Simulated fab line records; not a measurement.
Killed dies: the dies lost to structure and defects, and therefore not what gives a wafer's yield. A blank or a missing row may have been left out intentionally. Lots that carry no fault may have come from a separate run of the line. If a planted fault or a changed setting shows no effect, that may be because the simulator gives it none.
fab line records ; flow sky130
record: lots: 12; wafers: 36; last_day: 50
route steps=708 shown SONOS_TUNNEL@161 SONOS_ONO@182 GATE_OXIDE@188 PAD_OPEN@708
lots with no fault: from the same line, run without faults
start_h: the number of hours between the record's first day and the start of the first shown wafer of the lot ; wait_h: hours since the lot's step before ; " unchanged from the row above ; L1.1+2: one row covering several wafers at once ; - value missing, or start not given ; * or withheld: withheld ; < > ~ a bound
route shown NAME@n: names a module that has steps shown in the file, with the first one's number in the route ; usual: the fault-free wafers' mean and standard deviation ; same: alike in all rows ; chamber/n: place in a boat ; sites: each site's reading ; _std_site: standard deviation of those values ; _edge_site: the outer-site mean with the inner-site mean subtracted ; radius_mm: how far each site lies from the wafer's centre ; mask NAME#n: copy n ; behind: the tool/chamber that last shaped the wafer ; hold: why the lot was held/for how many hours/how that ended ; device: the n, p or np transistor that did not switch ; end of line: tests of these same wafers at the route's end ; a step given without rows: its recipe and nothing more ; killed: the dies lost at the first sort to structure and to defects; this is not the yield of the wafer ; map: per-die view of a wafer (x killed, . not killed, _ where there is no die)
set.NAME: the run value of the setting; set.NAME@STEP: its run value at that earlier step ; model.NAME: the simulator's own value behind a step, which no gauge read
route steps across a sampled set of lots; one table per step, one row per wafer
services: when a tool's chamber went out of use (start_h, in hours from the record's first day, below 0 if earlier), for how many hours, and the reason
== steps ==
step: SKY_SONOS_TUNNEL_CD_MEAS_07
recipe: target_cd_nm: 410
usual: cd_nm: 410.0/2.2
lot.wafer;tool;chamber;start_h;wait_h;cd_nm
L703.2;cd_sem-02;-;247.53;0.1;412.1
L703.4;cd_sem-02;-;247.53;0.1;410.8
L703.6;cd_sem-02;-;247.53;0.1;410.8
L705.3;cd_sem-01;-;268.05;0.1;413.0
L705.4;cd_sem-01;-;268.05;0.1;411.4
L705.6;cd_sem-01;-;268.05;0.1;412.6
L707.1;cd_sem-01;-;278.46;0.1;408.9
L707.5;cd_sem-01;-;278.46;0.1;408.9
L707.6;cd_sem-01;-;278.46;0.1;409.1
L709.3;cd_sem-02;-;300.35;0.1;410.4
L709.4;cd_sem-02;-;300.35;0.1;412.6
L709.5;cd_sem-02;-;300.35;0.1;413.5
L714.1;cd_sem-02;-;341.61;0.1;412.3
L714.4;cd_sem-02;-;341.61;0.1;408.0
L714.5;cd_sem-02;-;341.61;0.1;408.7
L716.1;cd_sem-01;-;356.03;0.2;410.5
L716.3;cd_sem-01;-;356.03;0.2;411.3
L716.4;cd_sem-01;-;356.03;0.2;409.3
L719.1;cd_sem-02;-;377.76;0.1;408.2
L719.3;cd_sem-02;-;377.76;0.1;409.2
L719.4;cd_sem-02;-;377.76;0.1;408.3
L720.1;cd_sem-01;-;388.01;0.1;410.2
L720.5;cd_sem-01;-;388.01;0.1;409.9
L720.6;cd_sem-01;-;388.01;0.1;409.2
L721.2;cd_sem-01;-;388.99;0.1;406.9
L721.3;cd_sem-01;-;388.99;0.1;406.6
L721.5;cd_sem-01;-;388.99;0.1;408.7
L724.3;cd_sem-02;-;413.90;0.2;411.0
L724.4;cd_sem-02;-;413.90;0.2;410.9
L724.5;cd_sem-02;-;413.90;0.2;409.5
L725.2;cd_sem-02;-;423.43;0.1;409.3
L725.4;cd_sem-02;-;423.43;0.1;410.5
L725.5;cd_sem-02;-;423.43;0.1;409.0
L726.1;cd_sem-01;-;442.46;0.1;411.3
L726.3;cd_sem-01;-;442.46;0.1;413.0
L726.4;cd_sem-01;-;442.46;0.1;411.0
step: SKY_SONOS_ONO_OVL_MEAS_14
usual: SONOS_ONO_OVL: -0.4/1.5
lot.wafer;tool;chamber;start_h;wait_h;SONOS_ONO_OVL[nm]
L703.2;overlay-02;-;278.41;0.1;-0.8
L703.4;overlay-02;-;278.41;0.1;-1.0
L703.6;overlay-02;-;278.41;0.1;0.7
L705.3;overlay-01;-;301.19;0.1;-0.9
L705.4;overlay-01;-;301.19;0.1;-0.5
L705.6;overlay-01;-;301.19;0.1;-0.9
L707.1;overlay-02;-;309.88;0.1;-0.1
L707.5;overlay-02;-;309.88;0.1;2.1
L707.6;overlay-02;-;309.88;0.1;0.6
L709.3;overlay-01;-;332.54;0.1;-1.1
L709.4;overlay-01;-;332.54;0.1;-0.5
L709.5;overlay-01;-;332.54;0.1;-1.9
L714.1;overlay-02;-;376.03;0.1;0.4
L714.4;overlay-02;-;376.03;0.1;2.2
L714.5;overlay-02;-;376.03;0.1;1.1
L716.1;overlay-01;-;390.23;0.1;1.3
L716.3;overlay-01;-;390.23;0.1;-0.7
L716.4;overlay-01;-;390.23;0.1;-0.2
L719.1;overlay-01;-;411.83;0.1;-2.6
L719.3;overlay-01;-;411.83;0.1;-1.7
L719.4;overlay-01;-;411.83;0.1;-0.6
L720.1;overlay-02;-;421.76;0.1;0.6
L720.5;overlay-02;-;421.76;0.1;1.2
L720.6;overlay-02;-;421.76;0.1;2.6
L721.2;overlay-01;-;423.93;0.1;0.0
L721.3;overlay-01;-;423.93;0.1;0.6
L721.5;overlay-01;-;423.93;0.1;0.7
L724.3;overlay-02;-;453.09;0.1;2.6
L724.4;overlay-02;-;453.09;0.1;2.3
L724.5;overlay-02;-;453.09;0.1;2.8
L725.2;overlay-01;-;460.13;0.1;-3.6
L725.4;overlay-01;-;460.13;0.1;-2.2
L725.5;overlay-01;-;460.13;0.1;-2.0
L726.1;overlay-01;-;490.88;0.1;-2.1
L726.3;overlay-01;-;490.88;0.1;-1.4
L726.4;overlay-01;-;490.88;0.1;-1.8
step: SKY_GATE_OXIDE_OXIDATION_01
recipe: temp_c: 900; ambient: O2; stabilise_s: 600; purge_s: 300; target_thk_a: 102.68; ox_time_s: 1473
usual: spike_tc_bottom_C: 915.1/1.5; spike_tc_centre_C: 900.5/1.2; spike_tc_lower_C: 900.1/1.1; spike_tc_top_C: 911.8/1.4; spike_tc_upper_C: 899.9/1.1; tube_center_temp_C: 899.99/0.077; tube_center_temp_C_max: 902.3/0.39
lot.wafer;tool;chamber;start_h;wait_h;spike_tc_bottom_C;spike_tc_centre_C;spike_tc_lower_C;spike_tc_top_C;spike_tc_upper_C;tube_center_temp_C;tube_center_temp_C_max
L703.2;furnace-01;0;279.14;0.4;914.0;900.0;898.3;913.0;898.3;900.1;902.4
L703.4;furnace-01;0;279.14;0.4;912.2;902.0;897.6;911.2;898.5;900;902.2
L703.6;furnace-01;0;279.14;0.4;915.0;900.1;900.3;913.0;900.8;900.21;902.6
L705.3;furnace-02;0;301.63;0.0;915.8;900.8;900.4;912.4;900.0;899.9;902.9
L705.4;furnace-02;0;301.63;0.0;913.9;899.6;900.2;909.8;899.1;900.04;902.1
L705.6;furnace-02;0;301.63;0.0;916.2;901.6;901.4;910.6;900.5;900.05;901.6
L707.1;furnace-02;0;311.63;1.3;915.5;900.0;902.4;910.9;900.1;899.95;902.0
L707.5;furnace-02;0;311.63;1.3;916.6;900.5;900.0;911.5;898.5;900;902.5
L707.6;furnace-02;0;311.63;1.3;917.2;899.4;900.1;911.9;899.4;899.96;901.9
L709.3;furnace-02;0;333.81;0.9;914.0;903.6;902.0;911.7;900.7;899.98;902.7
L709.4;furnace-02;0;333.81;0.9;914.4;901.0;900.9;909.9;898.3;899.96;902.1
L709.5;furnace-02;0;333.81;0.9;916.1;900.5;901.1;912.5;899.7;900;901.7
L714.1;furnace-02;0;378.10;1.7;886.6;870.6;868.7;881.4;869.8;870.5;872.6
L714.4;furnace-02;0;378.10;1.7;884.8;873.4;871.5;881.3;871.8;870.58;872.6
L714.5;furnace-02;0;378.10;1.7;886.7;872.7;871.5;880.5;867.9;870.41;872.7
L716.1;furnace-02;0;391.89;1.3;886.8;871.3;870.3;882.9;870.2;870.44;872.8
L716.3;furnace-02;0;391.89;1.3;887.4;871.3;871.1;883.3;869.7;870.45;873.3
L716.4;furnace-02;0;391.89;1.3;886.7;870.0;871.5;882.9;870.1;870.44;873.1
L719.1;furnace-01;0;416.59;4.4;915.1;901.2;899.6;912.7;898.7;900.04;902.8
L719.3;furnace-01;0;416.59;4.4;915.7;902.1;899.7;910.4;898.8;900.03;902.1
L719.4;furnace-01;0;416.59;4.4;913.0;899.4;899.7;913.2;899.9;899.89;902.5
L720.1;furnace-01;0;424.67;2.6;915.1;902.9;899.4;912.5;898.8;899.95;901.8
L720.5;furnace-01;0;424.67;2.6;915.2;899.1;899.7;911.3;898.3;900.05;902.2
L720.6;furnace-01;0;424.67;2.6;914.5;901.2;898.4;911.8;898.4;900.14;902.3
L721.2;furnace-01;0;424.67;0.4;914.0;899.5;899.2;913.9;897.5;899.99;903.0
L721.3;furnace-01;0;424.67;0.4;914.1;900.9;899.8;911.3;899.7;899.96;902.6
L721.5;furnace-01;0;424.67;0.4;914.3;901.3;900.2;912.9;899.5;899.78;901.7
L724.3;furnace-02;0;453.92;0.5;917.0;900.8;899.8;910.5;899.2;900.02;902.8
L724.4;furnace-02;0;453.92;0.5;913.4;902.8;901.2;909.0;900.9;899.95;902.5
L724.5;furnace-02;0;453.92;0.5;917.5;900.9;901.0;911.1;900.5;899.95;902.9
L725.2;furnace-02;0;460.81;0.3;916.9;901.1;901.0;910.0;899.3;899.87;902.1
L725.4;furnace-02;0;460.81;0.3;914.9;901.7;900.8;910.8;899.6;899.98;903.3
L725.5;furnace-02;0;460.81;0.3;916.4;900.8;900.2;909.7;900.3;900.09;902.5
L726.1;furnace-01;0;493.93;2.7;914.8;899.4;898.7;911.4;899.0;900.05;901.8
L726.3;furnace-01;0;493.93;2.7;914.5;899.2;899.1;914.4;901.2;900.02;903.0
L726.4;furnace-01;0;493.93;2.7;914.7;899.8;898.7;911.7;899.9;899.94;902.1
step: SKY_GATE_OXIDE_THK_MEAS_02
recipe: reads: SiO2_of_GATE_OXIDE_OXIDATION_01
usual: GATE_OXIDE_OXIDATION_00_THK: 10.25/0.2
lot.wafer;tool;chamber;start_h;wait_h;GATE_OXIDE_OXIDATION_00_THK[nm]
L703.2;film_metro-02;-;280.56;0.0;10.39
L703.4;film_metro-02;-;280.56;0.0;10.41
L703.6;film_metro-02;-;280.56;0.0;10.30
L705.3;film_metro-02;-;303.06;0.0;10.04
L705.4;film_metro-02;-;303.06;0.0;9.97
L705.6;film_metro-02;-;303.06;0.0;9.92
L707.1;film_metro-03;-;313.04;0.0;10.31
L707.5;film_metro-03;-;313.04;0.0;10.27
L707.6;film_metro-03;-;313.04;0.0;10.18
L709.3;film_metro-01;-;335.24;0.0;10.20
L709.4;film_metro-01;-;335.24;0.0;10.26
L709.5;film_metro-01;-;335.24;0.0;10.39
L714.1;film_metro-02;-;379.50;0.0;6.99
L714.4;film_metro-02;-;379.50;0.0;7.10
L714.5;film_metro-02;-;379.50;0.0;7.07
L716.1;film_metro-03;-;393.30;0.0;7.26
L716.3;film_metro-03;-;393.30;0.0;7.47
L716.4;film_metro-03;-;393.30;0.0;7.54
L719.1;film_metro-02;-;418.00;0.0;10.01
L719.3;film_metro-02;-;418.00;0.0;10.05
L719.4;film_metro-02;-;418.00;0.0;10.06
L720.1;film_metro-02;-;426.08;0.0;10.04
L720.5;film_metro-02;-;426.08;0.0;9.94
L720.6;film_metro-02;-;426.08;0.0;9.76
L721.2;film_metro-03;-;426.09;0.0;10.14
L721.3;film_metro-03;-;426.09;0.0;10.23
L721.5;film_metro-03;-;426.09;0.0;10.15
L724.3;film_metro-01;-;455.35;0.0;10.52
L724.4;film_metro-01;-;455.35;0.0;10.58
L724.5;film_metro-01;-;455.35;0.0;10.71
L725.2;film_metro-02;-;462.23;0.0;10.22
L725.4;film_metro-02;-;462.23;0.0;10.17
L725.5;film_metro-02;-;462.23;0.0;10.14
L726.1;film_metro-02;-;495.34;0.0;10.06
L726.3;film_metro-02;-;495.34;0.0;10.33
L726.4;film_metro-02;-;495.34;0.0;10.14
step: SKY_GATE_OXIDE_TW_MEAS_14
usual: GATE_OXIDE_TW: 226.0/2.4
lot.wafer;tool;chamber;start_h;wait_h;GATE_OXIDE_TW
L703.2;film_metro-03;-;306.37;0.1;227.4
L703.4;film_metro-03;-;306.37;0.1;228.1
L703.6;film_metro-03;-;306.37;0.1;227.8
L705.3;film_metro-03;-;329.48;0.1;227.0
L705.4;film_metro-03;-;329.48;0.1;227.3
L705.6;film_metro-03;-;329.48;0.1;228.0
L707.1;film_metro-03;-;339.71;0.1;227.4
L707.5;film_metro-03;-;339.71;0.1;228.4
L707.6;film_metro-03;-;339.71;0.1;226.9
L709.3;film_metro-01;-;363.65;0.1;221.0
L709.4;film_metro-01;-;363.65;0.1;221.6
L709.5;film_metro-01;-;363.65;0.1;219.6
L714.1;film_metro-03;-;408.65;0.1;227.8
L714.4;film_metro-03;-;408.65;0.1;228.3
L714.5;film_metro-03;-;408.65;0.1;227.2
L716.1;film_metro-02;-;422.33;0.1;226.1
L716.3;film_metro-02;-;422.33;0.1;227.2
L716.4;film_metro-02;-;422.33;0.1;225.5
L719.1;film_metro-03;-;448.42;0.1;228.3
L719.3;film_metro-03;-;448.42;0.1;228.1
L719.4;film_metro-03;-;448.42;0.1;229.1
L721.2;film_metro-01;-;456.43;0.1;222.6
L721.3;film_metro-01;-;456.43;0.1;222.8
L721.5;film_metro-01;-;456.43;0.1;221.4
L720.1;film_metro-03;-;456.55;0.1;227.2
L720.5;film_metro-03;-;456.55;0.1;228.3
L720.6;film_metro-03;-;456.55;0.1;228.3
L724.3;film_metro-02;-;486.04;0.1;225.8
L724.4;film_metro-02;-;486.04;0.1;225.3
L724.5;film_metro-02;-;486.04;0.1;224.9
L725.2;film_metro-02;-;493.58;0.1;226.3
L725.4;film_metro-02;-;493.58;0.1;224.5
L725.5;film_metro-02;-;493.58;0.1;225.0
L726.1;film_metro-03;-;525.93;0.1;227.7
L726.3;film_metro-03;-;525.93;0.1;227.1
L726.4;film_metro-03;-;525.93;0.1;228.8
step: SKY_PAD_OPEN_PROBE_99
usual: killed_at_M0_to_M3: 43/6.5; killed_at_M4_up: 3/1.7; killed_at_contacts: 25/5.1; killed_at_front_end: 15/3.8; killed_at_other: 0.2/0.45; killed_dies: 86/8.8; killed_on_rim: 17/4; killed_open: 47/6.7; killed_short: 39/6
same: gross_dies: 492; killed_at_back_side: 0
lot.wafer;tool;chamber;start_h;wait_h;killed_at_M0_to_M3;killed_at_M4_up;killed_at_contacts;killed_at_front_end;killed_at_other;killed_dies;killed_on_rim;killed_open;killed_short
L703.2;prober-02;-;1074.48;0.1;33;3;25;16;0;77;17;43;34
L703.4;prober-02;-;1074.58;0.2;42;3;22;17;0;84;15;43;41
L703.6;prober-02;-;1074.68;0.2;52;4;21;24;0;101;15;54;47
L705.3;prober-02;-;1088.46;0.2;57;0;29;15;0;101;15;60;41
L705.4;prober-02;-;1088.51;0.2;54;2;23;17;0;96;20;56;40
L705.6;prober-02;-;1088.61;0.2;52;2;30;12;0;96;18;51;45
L707.1;prober-02;-;1102.87;0.1;45;2;12;13;0;72;20;41;31
L707.5;prober-02;-;1103.07;0.2;47;4;29;11;0;91;19;50;41
L707.6;prober-02;-;1103.12;0.2;48;2;26;11;0;87;17;44;43
L709.3;prober-02;-;1118.47;0.2;49;2;36;14;0;101;22;55;46
L709.4;prober-02;-;1118.52;0.2;46;6;27;14;1;94;17;52;42
L709.5;prober-02;-;1118.57;0.2;42;0;30;12;0;84;16;46;38
L714.1;prober-01;-;1159.34;0.1;39;3;17;20;0;79;13;42;37
L714.4;prober-01;-;1159.49;0.2;33;2;26;11;0;72;11;43;29
L714.5;prober-01;-;1159.54;0.2;33;2;21;11;0;67;12;36;31
L716.1;prober-02;-;1159.67;0.1;37;4;24;24;0;89;18;50;39
L716.3;prober-02;-;1159.77;0.2;40;5;23;18;1;87;17;44;43
L716.4;prober-02;-;1159.82;0.2;32;2;19;13;1;67;9;35;32
L719.1;prober-02;-;1169.69;0.1;36;1;30;14;0;81;13;46;35
L719.3;prober-02;-;1169.79;0.2;39;2;23;21;0;85;16;41;44
L719.4;prober-02;-;1169.84;0.2;33;5;26;13;0;77;12;46;31
L721.2;prober-01;-;1177.12;0.1;43;1;23;14;0;81;19;53;28
L721.3;prober-01;-;1177.17;0.2;35;2;30;15;0;82;16;43;39
L721.5;prober-01;-;1177.27;0.2;41;5;23;17;0;86;22;49;37
L720.1;prober-02;-;1182.03;0.1;45;5;24;13;0;87;16;54;33
L720.5;prober-02;-;1182.23;0.2;36;4;23;20;0;83;16;44;39
L720.6;prober-02;-;1182.28;0.2;47;6;27;14;0;94;25;61;33
L724.3;prober-01;-;1191.17;0.2;42;6;23;15;0;86;18;44;42
L724.4;prober-01;-;1191.22;0.2;37;3;28;20;0;88;19;53;35
L724.5;prober-01;-;1191.27;0.2;36;2;28;5;0;71;11;41;30
L725.2;prober-02;-;1198.01;0.1;45;2;22;19;0;88;17;35;53
L725.4;prober-02;-;1198.11;0.2;59;2;21;13;1;96;25;50;46
L725.5;prober-02;-;1198.16;0.2;38;2;24;22;0;86;16;50;36
L726.1;prober-01;-;1208.22;0.1;43;6;24;16;0;89;11;50;39
L726.3;prober-01;-;1208.32;0.2;37;4;16;18;0;75;11;43;32
L726.4;prober-01;-;1208.37;0.2;44;2;27;12;0;85;13;52;33
killed by level:class
L703.2 CONTACT:geometric_particle:open=12 VIA1:geometric_particle:open=10 LI_CONTACT:geometric_particle:open=6 METAL2:geometric_particle:short=6 CONTACT:geometric_particle:short=5 METAL1:geometric_particle:short=5 VIA3:geometric_particle:open=5 POLY_GATE:geometric_particle:short=4
L703.4 VIA1:geometric_particle:open=9 LI_CONTACT:geometric_particle:open=8 VIA3:geometric_particle:short=8 FIELD_ISO:geometric_particle:short=6 CONTACT:geometric_particle:open=6 CONTACT:geometric_particle:short=5 METAL1:geometric_particle:short=5 VIA3:geometric_particle:open=5
L703.6 VIA1:geometric_particle:open=15 METAL1:geometric_particle:short=10 CONTACT:geometric_particle:open=8 VIA2:geometric_particle:open=7 LI_CONTACT:geometric_particle:open=7 FIELD_ISO:geometric_particle:open=6 FIELD_ISO:geometric_particle:short=6 METAL2:geometric_particle:short=6
L705.3 CONTACT:geometric_particle:open=15 VIA1:geometric_particle:open=13 VIA2:geometric_particle:open=8 METAL2:geometric_particle:short=7 VIA3:geometric_particle:open=6 FIELD_ISO:geometric_particle:short=5 LI_CONTACT:geometric_particle:open=5 METAL1:geometric_particle:short=5
L705.4 CONTACT:geometric_particle:open=14 VIA1:geometric_particle:open=13 VIA2:geometric_particle:open=9 VIA3:geometric_particle:open=9 FIELD_ISO:geometric_particle:short=6 METAL1:geometric_particle:short=5 VIA3:geometric_particle:short=5 FIELD_ISO:geometric_particle:open=4
L705.6 CONTACT:geometric_particle:open=13 VIA1:geometric_particle:open=12 VIA1:geometric_particle:short=8 METAL2:geometric_particle:short=7 CONTACT:geometric_particle:short=7 METAL1:geometric_particle:short=7 VIA3:geometric_particle:open=6 LOCAL_INTERCONNECT:geometric_particle:short=5
L707.1 VIA2:geometric_particle:open=11 VIA1:geometric_particle:open=9 FIELD_ISO:geometric_particle:open=6 CONTACT:geometric_particle:open=6 METAL1:geometric_particle:short=6 POLY_GATE:geometric_particle:short=5 VIA3:geometric_particle:open=4 CONTACT:geometric_particle:short=4
L707.5 VIA1:geometric_particle:open=14 CONTACT:geometric_particle:open=10 LI_CONTACT:geometric_particle:open=9 METAL2:geometric_particle:short=6 VIA2:geometric_particle:open=4 CONTACT:geometric_particle:short=4 VIA1:geometric_particle:short=4 VIA2:geometric_particle:short=4
L707.6 CONTACT:geometric_particle:open=12 VIA1:geometric_particle:open=11 METAL1:geometric_particle:short=7 VIA3:geometric_particle:short=7 VIA1:geometric_particle:short=6 LI_CONTACT:geometric_particle:open=4 CONTACT:geometric_particle:short=4 METAL3:geometric_particle:short=4
L709.3 VIA1:geometric_particle:open=15 CONTACT:geometric_particle:open=14 CONTACT:geometric_particle:short=8 LI_CONTACT:geometric_particle:open=7 POLY_GATE:geometric_particle:short=6 VIA2:geometric_particle:open=6 METAL2:geometric_particle:short=5 METAL1:geometric_particle:short=5
L709.4 VIA1:geometric_particle:open=14 LI_CONTACT:geometric_particle:open=11 CONTACT:geometric_particle:short=6 METAL2:geometric_particle:short=6 LOCAL_INTERCONNECT:geometric_particle:short=5 CONTACT:geometric_particle:open=5 VIA2:geometric_particle:short=5 VIA2:geometric_particle:open=5
L709.5 VIA1:geometric_particle:open=13 CONTACT:geometric_particle:open=12 METAL2:geometric_particle:short=7 VIA2:geometric_particle:short=6 CONTACT:geometric_particle:short=5 VIA3:geometric_particle:open=5 VIA3:geometric_particle:short=5 LOCAL_INTERCONNECT:geometric_particle:short=4
L714.1 CONTACT:geometric_particle:open=7 VIA1:geometric_particle:short=6 VIA1:geometric_particle:open=6 METAL2:geometric_particle:short=6 VIA3:geometric_particle:open=6 FIELD_ISO:geometric_particle:open=5 POLY_GATE:geometric_particle:short=5 POLY_GATE:geometric_particle:open=5
L714.4 VIA1:geometric_particle:open=10 LI_CONTACT:geometric_particle:open=8 CONTACT:geometric_particle:open=8 LOCAL_INTERCONNECT:geometric_particle:short=5 VIA3:geometric_particle:open=5 FIELD_ISO:geometric_particle:open=4 LI_CONTACT:geometric_particle:short=4 METAL1:geometric_particle:short=4
L714.5 CONTACT:geometric_particle:open=9 VIA1:geometric_particle:open=8 METAL1:geometric_particle:short=6 POLY_GATE:geometric_particle:open=4 LOCAL_INTERCONNECT:geometric_particle:short=4 CONTACT:geometric_particle:short=4 METAL1:geometric_particle:open=4 VIA2:geometric_particle:open=4
L716.1 CONTACT:geometric_particle:open=12 VIA1:geometric_particle:open=9 FIELD_ISO:geometric_particle:short=7 VIA2:geometric_particle:open=6 FIELD_ISO:geometric_particle:open=5 POLY_GATE:geometric_particle:short=5 METAL1:geometric_particle:short=5 LI_CONTACT:geometric_particle:open=4
L716.3 CONTACT:geometric_particle:open=10 LI_CONTACT:geometric_particle:open=9 VIA1:geometric_particle:short=8 METAL2:geometric_particle:short=6 VIA2:geometric_particle:short=6 VIA1:geometric_particle:open=5 METAL1:geometric_particle:short=5 FIELD_ISO:geometric_particle:short=4
L716.4 VIA1:geometric_particle:open=8 VIA1:geometric_particle:short=6 FIELD_ISO:geometric_particle:open=5 LI_CONTACT:geometric_particle:short=5 LI_CONTACT:geometric_particle:open=4 VIA2:geometric_particle:open=4 LOCAL_INTERCONNECT:geometric_particle:short=4 CONTACT:geometric_particle:open=4
L719.1 VIA1:geometric_particle:open=9 CONTACT:geometric_particle:open=8 VIA3:geometric_particle:open=7 LOCAL_INTERCONNECT:geometric_particle:short=7 LI_CONTACT:geometric_particle:open=6 METAL2:geometric_particle:short=6 POLY_GATE:geometric_particle:open=5 FIELD_ISO:geometric_particle:short=4
L719.3 CONTACT:geometric_particle:open=9 FIELD_ISO:geometric_particle:open=7 VIA3:geometric_particle:short=6 POLY_GATE:geometric_particle:short=5 METAL1:geometric_particle:short=5 VIA1:geometric_particle:open=5 VIA1:geometric_particle:short=5 VIA2:geometric_particle:open=5
L719.4 LI_CONTACT:geometric_particle:open=8 VIA3:geometric_particle:open=8 VIA1:geometric_particle:open=7 POLY_GATE:geometric_particle:open=5 CONTACT:geometric_particle:short=5 CONTACT:geometric_particle:open=5 METAL2:geometric_particle:short=4 LOCAL_INTERCONNECT:geometric_particle:short=4
L721.2 CONTACT:geometric_particle:open=10 VIA1:geometric_particle:open=9 VIA3:geometric_particle:open=7 POLY_GATE:geometric_particle:open=6 VIA2:geometric_particle:open=6 METAL1:geometric_particle:open=5 LI_CONTACT:geometric_particle:open=4 LOCAL_INTERCONNECT:geometric_particle:short=4
L721.3 CONTACT:geometric_particle:open=12 VIA1:geometric_particle:open=9 LI_CONTACT:geometric_particle:open=8 POLY_GATE:geometric_particle:short=5 METAL1:geometric_particle:short=5 VIA2:geometric_particle:open=5 LI_CONTACT:geometric_particle:short=4 METAL2:geometric_particle:short=4
L721.5 CONTACT:geometric_particle:open=10 VIA1:geometric_particle:open=10 LI_CONTACT:geometric_particle:open=8 METAL2:geometric_particle:short=7 POLY_GATE:geometric_particle:open=7 METAL1:geometric_particle:short=5 VIA1:geometric_particle:short=5 VIA3:geometric_particle:short=5
L720.1 VIA1:geometric_particle:open=13 LI_CONTACT:geometric_particle:open=9 CONTACT:geometric_particle:open=8 VIA3:geometric_particle:open=6 POLY_GATE:geometric_particle:short=5 VIA2:geometric_particle:open=5 LI_CONTACT:geometric_particle:short=4 METAL1:geometric_particle:short=4
L720.5 CONTACT:geometric_particle:open=8 LI_CONTACT:geometric_particle:open=8 METAL1:geometric_particle:short=8 FIELD_ISO:geometric_particle:open=6 POLY_GATE:geometric_particle:open=5 LOCAL_INTERCONNECT:geometric_particle:short=5 VIA3:geometric_particle:open=5 VIA1:geometric_particle:open=5
L720.6 CONTACT:geometric_particle:open=15 VIA3:geometric_particle:open=12 VIA1:geometric_particle:open=10 METAL2:geometric_particle:short=7 LI_CONTACT:geometric_particle:open=6 METAL4:geometric_particle:short=6 FIELD_ISO:geometric_particle:open=5 VIA2:geometric_particle:open=5
L724.3 VIA1:geometric_particle:open=11 LI_CONTACT:geometric_particle:open=9 CONTACT:geometric_particle:open=7 VIA1:geometric_particle:short=6 FIELD_ISO:geometric_particle:short=5 VIA2:geometric_particle:open=5 METAL2:geometric_particle:short=5 METAL4:geometric_particle:short=4
L724.4 LI_CONTACT:geometric_particle:open=11 CONTACT:geometric_particle:open=8 VIA3:geometric_particle:open=8 POLY_GATE:geometric_particle:open=7 VIA2:geometric_particle:open=6 LI_CONTACT:geometric_particle:short=5 METAL1:geometric_particle:short=5 VIA1:geometric_particle:open=5
L724.5 VIA1:geometric_particle:open=11 LI_CONTACT:geometric_particle:open=9 CONTACT:geometric_particle:open=8 METAL1:geometric_particle:short=7 CONTACT:geometric_particle:short=6 METAL3:geometric_particle:short=5 LOCAL_INTERCONNECT:geometric_particle:short=3 VIA2:geometric_particle:open=3
L725.2 FIELD_ISO:geometric_particle:short=9 METAL2:geometric_particle:short=9 VIA1:geometric_particle:open=8 LOCAL_INTERCONNECT:geometric_particle:short=7 METAL1:geometric_particle:short=7 CONTACT:geometric_particle:open=6 CONTACT:geometric_particle:short=5 VIA1:geometric_particle:short=4
L725.4 VIA1:geometric_particle:open=20 VIA2:geometric_particle:open=8 LOCAL_INTERCONNECT:geometric_particle:short=7 VIA1:geometric_particle:short=6 METAL1:geometric_particle:short=5 LI_CONTACT:geometric_particle:open=5 VIA2:geometric_particle:short=5 CONTACT:geometric_particle:open=4
L725.5 CONTACT:geometric_particle:open=12 VIA1:geometric_particle:open=9 LI_CONTACT:geometric_particle:open=8 METAL2:geometric_particle:short=8 FIELD_ISO:geometric_particle:short=6 METAL1:geometric_particle:short=6 POLY_GATE:geometric_particle:open=4 VIA3:geometric_particle:open=4
L726.1 VIA2:geometric_particle:open=11 VIA1:geometric_particle:open=10 CONTACT:geometric_particle:open=7 LI_CONTACT:geometric_particle:open=5 LOCAL_INTERCONNECT:geometric_particle:short=5 VIA3:geometric_particle:open=5 FIELD_ISO:geometric_particle:open=4 CONTACT:geometric_particle:short=4
L726.3 FIELD_ISO:geometric_particle:short=10 VIA1:geometric_particle:open=10 CONTACT:geometric_particle:open=7 VIA3:geometric_particle:open=6 FIELD_ISO:geometric_particle:open=5 CONTACT:geometric_particle:short=4 VIA2:geometric_particle:open=4 LOCAL_INTERCONNECT:geometric_particle:short=3
L726.4 VIA1:geometric_particle:open=14 CONTACT:geometric_particle:open=11 CONTACT:geometric_particle:short=6 VIA3:geometric_particle:open=6 POLY_GATE:geometric_particle:open=5 LI_CONTACT:geometric_particle:open=5 METAL2:geometric_particle:short=5 POLY_GATE:geometric_particle:short=4
== services ==
tool;chamber;start_h;hours;kind
furnace-02;-;259.64;3.4;pm
furnace-01;-;385.54;4.5;pm
furnace-01;-;401.55;4.4;pm
furnace-01;-;408.39;3.4;repair
== key ==
first_sign: step: SKY_GATE_OXIDE_OXIDATION_01; reading: tube_center_temp_C; direction: down; sigmas: 99+; usual: *; struck: *
effect: step: SKY_GATE_OXIDE_OXIDATION_01; reading: tube_center_temp_C_max; direction: down; sigmas: 76; usual: *; struck: *
effect: step: SKY_GATE_OXIDE_THK_MEAS_02; reading: GATE_OXIDE_OXIDATION_00_THK; direction: down; sigmas: 15; usual: 10.25; struck: 7.24
met_at SKY_GATE_OXIDE_OXIDATION_01
struck_lots L714,L716
tester_left_out L714,L716
not_acting_at SKY_SONOS_TUNNEL_CD_MEAS_07,SKY_SONOS_ONO_OVL_MEAS_14,SKY_GATE_OXIDE_TW_MEAS_14
onset_between 333.81 378.10
fault: kind: process_parameter_drift; tool: furnace-02; chamber: -; onset_h: 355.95; steps: SKY_GATE_OXIDE_OXIDATION_01; channel: temp_c; offset: *; shape: step; end_h: 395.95; acts_in: *; stated: *
tester_left_out: of these lots the tester's yield and bins aren't shown, on N5 and GAA mostly nor the transistor test; their killed dies are dies lost to structure and defects alone, not to doping, threshold or leakage, so they don't give the yield
